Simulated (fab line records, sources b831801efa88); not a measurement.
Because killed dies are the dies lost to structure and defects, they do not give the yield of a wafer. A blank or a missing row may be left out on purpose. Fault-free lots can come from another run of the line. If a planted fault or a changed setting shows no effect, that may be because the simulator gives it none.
Which tool is to blame? || flow sky130 || 12 lots, 36 wafers sampled, at 1 step of a route of 708

WHAT THE GAUGES READ, wafer by wafer
SKY_LOCAL_INTERCONNECT_CD_MEAS_11 targets a cd of 170 nm. Usual: cd nm 169.6 nm, standard deviation 1.5.
{"lot": "L207", "measured": "day 30 14:15", "on": "cd sem-02", "cd nm (nm)": "168.4 168.9 168.3", "flag": ""}
{"lot": "L209", "measured": "day 30 21:28", "on": "cd sem-02", "cd nm (nm)": "173.6 172.1 171.5", "flag": ""}
{"lot": "L211", "measured": "day 30 23:22", "on": "cd sem-02", "cd nm (nm)": "169.1 170.1 170.1", "flag": ""}
{"lot": "L210", "measured": "day 31 12:42", "on": "cd sem-01", "cd nm (nm)": "168.1 167.5 167.1", "flag": ""}
{"lot": "L212", "measured": "day 31 16:18", "on": "cd sem-01", "cd nm (nm)": "171.8 171.8 171.3", "flag": ""}
{"lot": "L215", "measured": "day 32 22:34", "on": "cd sem-01", "cd nm (nm)": "171.5 172.3 171.8", "flag": ""}
{"lot": "L218", "measured": "day 33 16:34", "on": "cd sem-01", "cd nm (nm)": "170.7 169.2 169.8", "flag": ""}
{"lot": "L219", "measured": "day 33 23:06", "on": "cd sem-02", "cd nm (nm)": "169.6 170.6 169.7", "flag": ""}
{"lot": "L225", "measured": "day 35 22:46", "on": "cd sem-02", "cd nm (nm)": "168.7 170.9 170.6", "flag": ""}
{"lot": "L228", "measured": "day 36 22:19", "on": "cd sem-01", "cd nm (nm)": "169.6 169.2 170.6", "flag": ""}
{"lot": "L229", "measured": "day 37 05:20", "on": "cd sem-01", "cd nm (nm)": "172.3 170.5 171.4", "flag": ""}
{"lot": "L230", "measured": "day 37 21:16", "on": "cd sem-01", "cd nm (nm)": "168.6 169.9 169.3", "flag": ""}

WHICH TOOL RAN EACH LOT (tool, then ch and the chambers of the sampled wafers, then the start)
The record shows no process step preceding these readings.

AS READ BY THE TOOLS THEMSELVES (means over the sampled wafers that have a number; for cases with no such wafer, the mark the record gives instead)
The record holds no such reading with a usual standard deviation.

THE ANSWER, worked out from the rows above alone
Rule: lot off if the mean of its wafers having a number is beyond 3 standard deviations from the usual mean. A lot without any number at a reading at which 4 lots or more have one is off too. All remaining lots with rows at the step are treated as sound. First the gauges in route order, then the tools' own readings, where a lot's mean is used as printed above. At the first step where some lot is off, the reading lying furthest off is the one used; lots without a number count as furthest.
Nothing can be told from this: no lot is off at any reading shown.

WHAT WAS PUT IN BY THE SIMULATOR
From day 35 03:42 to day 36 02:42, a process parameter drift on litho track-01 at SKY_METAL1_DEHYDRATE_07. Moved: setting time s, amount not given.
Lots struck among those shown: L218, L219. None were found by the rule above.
